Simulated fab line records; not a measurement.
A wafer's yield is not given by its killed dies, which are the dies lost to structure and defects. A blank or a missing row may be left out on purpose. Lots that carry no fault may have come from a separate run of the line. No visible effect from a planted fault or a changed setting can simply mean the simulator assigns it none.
Chamber matching    flow gf180mcu    GF_CONTACT_CMP_27 on cmp-02: 4 sister chambers
The step polishes, stops on SiO2, t overpolish 15 s, target thk 0 nm. 20 wafers are shown with their chamber, then 9 later ones without.

== WAFERS PAIRED WITH THEIR CHAMBERS ==
wafer   chamber  motor-current-A (A)  time-to-endpoint-s (s)
L394.1  2        12.4                 74
L394.4  3        11.5                 71
L394.6  1        12.2                 72
L395.3  0        11.6                 70
L395.4  1        12.6                 77
L395.5  3        11.7                 74
L397.1  1        12.5                 78
L397.3  3        11.6                 74
L397.6  1        12.0                 77
L398.2  1        12.9                 77
L398.3  3        11.8                 75
L398.6  2        12.4                 75
L400.1  0        11.0                 72
L400.2  3        11.8                 72
L400.5  1        13.4                 75
L405.1  1        12.3                 75
L405.2  3        11.4                 71
L405.6  3        11.6                 73
L406.3  0        11.6                 71
L406.5  1        12.8                 71

SIGNATURES, as means of the wafers listed above
reading             chamber 0  chamber 1  chamber 2  chamber 3  scatter within a chamber
motor-current-A     11.400     12.588     12.400     11.629     0.332
time-to-endpoint-s  71.00      75.25      74.50      72.86      1.98
Rule: distance of a wafer from a chamber = root of the sum over the readings of ((wafer's reading minus chamber's mean) / reading's scatter) squared. If the next closest chamber is less than 2 further off than the closest, the wafer can't be placed; otherwise it belongs to the closest. The scatter: take each reading less its chamber's mean, square it, sum over the shown wafers, divide by the number of wafers less the number of chambers, and take the root.

== WAFERS WHOSE CHAMBER IS MISSING ==
wafer   motor-current-A (A)  time-to-endpoint-s (s)
L406.6  11.4                 66
L407.2  13.0                 69
L407.4  10.6                 67
L408.1  12.3                 70
L408.2  11.5                 69
L408.5  11.2                 68
L417.3  11.7                 70
L417.5  11.4                 74
L417.6  11.4                 73

== THE CHAMBER EACH PASSED THROUGH ==
wafer   from the rows above                in truth
L406.6  can't be placed: 0 or 3            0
L407.2  can't be placed: 2 or 1 or 3 or 0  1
L407.4  can't be placed: 0 or 3            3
L408.1  can't be placed: 2 or 3 or 0 or 1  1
L408.2  can't be placed: 0 or 3            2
L408.5  can't be placed: 0 or 3            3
L417.3  can't be placed: 0 or 3            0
L417.5  can't be placed: 3 or 0            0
L417.6  can't be placed: 3 or 0            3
Correct placement for 0 of the 9. From these rows, 9 cannot be placed; in 8 the true chamber is one of the candidates. Placed wrongly: 0.
